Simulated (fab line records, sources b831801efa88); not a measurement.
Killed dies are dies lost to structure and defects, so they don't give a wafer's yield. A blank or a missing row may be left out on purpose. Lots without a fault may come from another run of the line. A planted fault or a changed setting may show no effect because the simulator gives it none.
Which tool did it? | flow gf180mcu | 11 lots, 33 wafers sampled, at 5 steps of a route of 602

WHAT THE GAUGES READ, wafer by wafer
GF_CONTACT_RS_MEAS_25: measures by four-point-probe. Usual: CONTACT_W_RS 0.382 ohm/sq, standard deviation 0.0044.
lot  | measured     | on            | CONTACT_W_RS (ohm/sq)               | flag
L426 | day 17 00:44 | film_metro-02 | 0.390 0.392 0.387                   |
L427 | day 17 07:59 | film_metro-01 | 0.380 0.380 0.384                   |
L428 | day 17 12:43 | film_metro-01 | 0.376 0.378 0.380                   |
L430 | day 18 04:13 | film_metro-02 | 0.382 0.386 0.384                   |
L431 | day 18 17:26 | film_metro-02 | 0.380 0.382 0.386                   |
L434 | day 19 23:40 | film_metro-01 | 0.378 0.375 0.377                   |
L435 | day 20 09:45 | film_metro-04 | 0.385 0.387 0.388                   |
L436 | day 20 21:17 | film_metro-01 | 0.378 0.377 0.373                   |
L439 | day 21 18:38 | film_metro-01 | 0.383 0.264 0.381 0.384 0.264 0.380 | OFF
L440 | day 22 06:52 | film_metro-01 | 0.261 0.377 0.261 0.262 0.378 0.260 | OFF
L447 | day 24 08:29 | film_metro-01 | 0.386 0.382 0.389                   |

GF_CONTACT_THK_MEAS_26: measures by xrf. Usual: CONTACT_W_THK 303 nm, standard deviation 4.6.
lot  | measured     | on            | CONTACT_W_THK (nm)      | flag
L426 | day 17 00:51 | film_metro-02 | 301 299 302             |
L427 | day 17 08:06 | film_metro-01 | 308 307 304             |
L428 | day 17 12:50 | film_metro-01 | 310 309 307             |
L430 | day 18 04:20 | film_metro-02 | 301 297 300             |
L431 | day 18 17:33 | film_metro-02 | 303 302 298             |
L434 | day 19 23:47 | film_metro-01 | 309 310 312             |
L435 | day 20 09:52 | film_metro-04 | 300 299 300             |
L436 | day 20 21:24 | film_metro-01 | 310 311 314             |
L439 | day 21 21:42 | film_metro-01 | 303 441 305 304 438 305 | OFF
L440 | day 22 09:37 | film_metro-01 | 448 309 448 447 307 449 | OFF
L447 | day 24 08:36 | film_metro-01 | 300 303 301             |

WHICH TOOL RAN EACH LOT (tool, then ch and the chambers of the sampled wafers, then the start)
lot  | GF_SAB_CVD_00                   | GF_SAB_ETCH_11                     | GF_CONTACT_CVD_24
L426 | pecvd-03 ch 0,1,2, day 15 01:51 | rie_diel-03 ch 0,2,3, day 16 00:07 | cvd_w-01 ch 0,1, day 17 00:37
L427 | pecvd-04 ch 0,2, day 15 08:50   | rie_diel-03 ch 2,3, day 16 06:59   | cvd_w-02 ch 0,1, day 17 07:52
L428 | pecvd-03 ch 1,2, day 15 13:56   | rie_diel-01 ch 0,2,3, day 16 11:55 | cvd_w-02 ch 0,1, day 17 12:37
L430 | pecvd-04 ch 0,1,2, day 16 04:48 | rie_diel-03 ch 0,2,3, day 17 03:34 | cvd_w-01 ch 0,1, day 18 04:07
L431 | pecvd-03 ch 0,1,2, day 16 17:24 | rie_diel-02 ch 0,1,2, day 17 16:01 | cvd_w-02 ch 0,1, day 18 17:19
L434 | pecvd-03 ch 0,1,2, day 17 22:41 | rie_diel-02 ch 0,2,3, day 18 21:16 | cvd_w-02 ch 0,1, day 19 23:34
L435 | pecvd-02 ch 0,1, day 18 06:57   | rie_diel-01 ch 0,1,3, day 19 06:52 | cvd_w-02 ch 0,1, day 20 09:39
L436 | pecvd-04 ch 0,2, day 18 18:38   | rie_diel-03 ch 0,3, day 19 18:52   | cvd_w-02 ch 0,1, day 20 21:11
L439 | pecvd-04 ch 0,1,2, day 19 17:21 | rie_diel-03 ch 0,1,3, day 20 16:34 | cvd_w-02 ch 0,1, day 21 18:30
L440 | pecvd-02 ch 0,1, day 20 05:08   | rie_diel-01 ch 0,2,3, day 21 05:08 | cvd_w-02 ch 0,1, day 22 06:41
L447 | pecvd-04 ch 0,1,2, day 22 09:42 | rie_diel-02 ch 1,2,3, day 23 08:16 | cvd_w-01 ch 0,1, day 24 08:23
- GF_SAB_CVD_00: deposits SiO2 from TEOS, target thk 50 nm, time 4.9302 s.
- GF_SAB_ETCH_11: etches SiO2 in C4F8/O2/Ar, target depth 55 nm, time 8.681 s.
- GF_CONTACT_CVD_24: deposits W, target thk 300 nm, time 90.339 s.

WHAT THE TOOLS THEMSELVES READ (means of the sampled wafers that have a number; where no wafer has one, the mark that the record gives instead)
GF_SAB_CVD_00. Usual: heater_power_w 700 W, standard deviation 120; susceptor_temp_C 400.02 C, standard deviation 0.18.
lot  | tool     | heater_power_w (W) | susceptor_temp_C (C) | flag
L426 | pecvd-03 | 798                | 399.84               |
L427 | pecvd-04 | 558                | 399.77               |
L428 | pecvd-03 | 819                | 400.12               |
L430 | pecvd-04 | 642                | 400.02               |
L431 | pecvd-03 | 758                | 399.84               |
L434 | pecvd-03 | 761                | 400.21               |
L435 | pecvd-02 | 699                | 400.00               |
L436 | pecvd-04 | 569                | 400.22               |
L439 | pecvd-04 | 598                | 400.13               |
L440 | pecvd-02 | 727                | 400.13               |
L447 | pecvd-04 | 638                | 399.98               |

GF_SAB_ETCH_11. Usual: oes_product_au 0.997 a.u., standard deviation 0.0072.
lot  | tool        | oes_product_au (a.u.) | flag
L426 | rie_diel-03 | 0.996                 |
L427 | rie_diel-03 | 1.000                 |
L428 | rie_diel-01 | 1.004                 |
L430 | rie_diel-03 | 1.000                 |
L431 | rie_diel-02 | 1.006                 |
L434 | rie_diel-02 | 0.991                 |
L435 | rie_diel-01 | 1.003                 |
L436 | rie_diel-03 | 0.992                 |
L439 | rie_diel-03 | 0.997                 |
L440 | rie_diel-01 | 1.003                 |
L447 | rie_diel-02 | 0.998                 |

GF_CONTACT_CVD_24. Usual: heater_power_w 966 W, standard deviation 81; susceptor_temp_C 400.00 C, standard deviation 0.2.
lot  | tool     | heater_power_w (W) | susceptor_temp_C (C) | flag
L426 | cvd_w-01 | 956                | 400.03               |
L427 | cvd_w-02 | 1012               | 400.09               |
L428 | cvd_w-02 | 981                | 400.08               |
L430 | cvd_w-01 | 864                | 400.01               |
L431 | cvd_w-02 | 1011               | 399.86               |
L434 | cvd_w-02 | 1008               | 400.14               |
L435 | cvd_w-02 | 996                | 400.01               |
L436 | cvd_w-02 | 972                | 399.88               |
L439 | cvd_w-02 | 1028               | 406.84               | OFF
L440 | cvd_w-02 | 1101               | 414.30               | OFF
L447 | cvd_w-01 | 925                | 399.98               |

THE ANSWER, worked out from the rows above alone
Rule: a lot is off if the mean of its wafers that have a number lies more than 3 standard deviations from the usual mean. A lot without any number at a reading at which 4 lots or more have one is off too. The other lots that the step has rows for count as sound. The gauges are gone through in route order, then the tools' own readings, and for those a lot's mean is taken as printed above. The first step at which some lot is off is used, and at that step the reading that is off furthest; a lot without a number counts as furthest.
Off: L439, L440, at GF_CONTACT_RS_MEAS_25 (CONTACT_W_RS).
A tool fits if, at a process step before that reading, it ran every lot that is off, and no sound lot after the first of them. The gauges at GF_CONTACT_RS_MEAS_25 aren't tried: what is off there is off at GF_CONTACT_CVD_24 too, on other tools, and a gauge's error can't cause that. One fits: cvd_w-02 at GF_CONTACT_CVD_24. Its last sound lot is L436 (day 20 21:11), its first lot that is off L439 (day 21 18:30): a fault that began between those two fits.
The tool's own readings at GF_CONTACT_CVD_24 bear it out: on the lots that are off they differ by more than 5 times the standard deviation of the sound lots' means. susceptor_temp_C reads 410.57 C there against 400.01 C on the sound lots.

WHAT THE SIMULATOR HAD PUT IN
Process parameter drift: cvd_w-02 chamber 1, from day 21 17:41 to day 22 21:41, at GF_CONTACT_CVD_24. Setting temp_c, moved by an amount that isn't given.
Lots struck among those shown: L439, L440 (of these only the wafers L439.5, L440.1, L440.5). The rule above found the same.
